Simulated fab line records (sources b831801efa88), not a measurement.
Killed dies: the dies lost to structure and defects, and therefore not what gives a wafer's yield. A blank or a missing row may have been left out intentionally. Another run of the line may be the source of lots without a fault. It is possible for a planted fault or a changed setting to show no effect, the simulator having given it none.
2 desks, one fault / flow gf180mcu / only its own numbers are on each desk; what lay behind them is given at the end

== AT THE TOOL OWNER'S DESK: pvd sputter-02 ==
The tool's own readings at GF_V5_SPUTTER_21 (material Ti, target thk 15 nm, time 80.02 s): means of the sampled wafers that have a number, for each lot that ran on this tool. A lot is out of limits, marked OUT, if its mean lies more than 4 standard deviations from the usual mean; the brackets give that distance.
Columns: A = throttle valve pct at GF_V5_SPUTTER_21, usual 29.5 %
lot=L339; first seen here=day 27 11:38; A=29.0
lot=L340; first seen here=day 27 17:15; A=29.8
lot=L342; first seen here=day 28 07:49; A=29.7
lot=L344; first seen here=day 29 00:11; A=29.1
lot=L347; first seen here=day 29 23:25; A=29.7
lot=L350; first seen here=day 30 21:36; A=29.3
lot=L359; first seen here=day 33 05:58; A=29.4
This desk's verdict: no lot among the 7 shows anything out of limits.

== AT THE METROLOGY DESK ==
Means of the sampled wafers that have a number, per lot and without regard to the tool the lot ran on: this is what the gauges read. A lot is out of limits, marked OUT, if its mean lies more than 4 standard deviations from the usual mean; the brackets give that distance.
Columns: A = V5_W_RS at GF_V5_RS_MEAS_24, usual 0.327 ohm/sq; B = PASSIVATION_BOW at GF_PASSIVATION_BOW_MEAS_14, usual 133 um
lot=L339; first seen here=day 27 11:51; A=0.332; B=130
lot=L340; first seen here=day 27 17:29; A=0.325; B=139
lot=L341; first seen here=day 28 04:17; A=0.328; B=127
lot=L342; first seen here=day 28 08:02; A=0.323; B=131
lot=L344; first seen here=day 29 00:27; A=0.327; B=133
lot=L343; first seen here=day 29 02:20; A=0.325; B=116
lot=L346; first seen here=day 29 16:41; A=0.319; B=117
lot=L347; first seen here=day 29 23:38; A=0.332; B=140
lot=L349; first seen here=day 30 15:40; A=0.329; B=141
lot=L350; first seen here=day 30 21:51; A=0.326; B=129
lot=L351; first seen here=day 30 23:32; A=0.327; B=126
lot=L359; first seen here=day 33 06:11; A=0.325; B=132
lot=L362; first seen here=day 33 16:44; A=0.323; B=134
This desk's verdict: no lot among the 13 shows anything out of limits.

== PUT TOGETHER ==
The tool owner's desk saw nothing out of limits.
Nothing out of limits was seen by the metrology desk.

== WHAT THE SIMULATOR HAD INSERTED ==
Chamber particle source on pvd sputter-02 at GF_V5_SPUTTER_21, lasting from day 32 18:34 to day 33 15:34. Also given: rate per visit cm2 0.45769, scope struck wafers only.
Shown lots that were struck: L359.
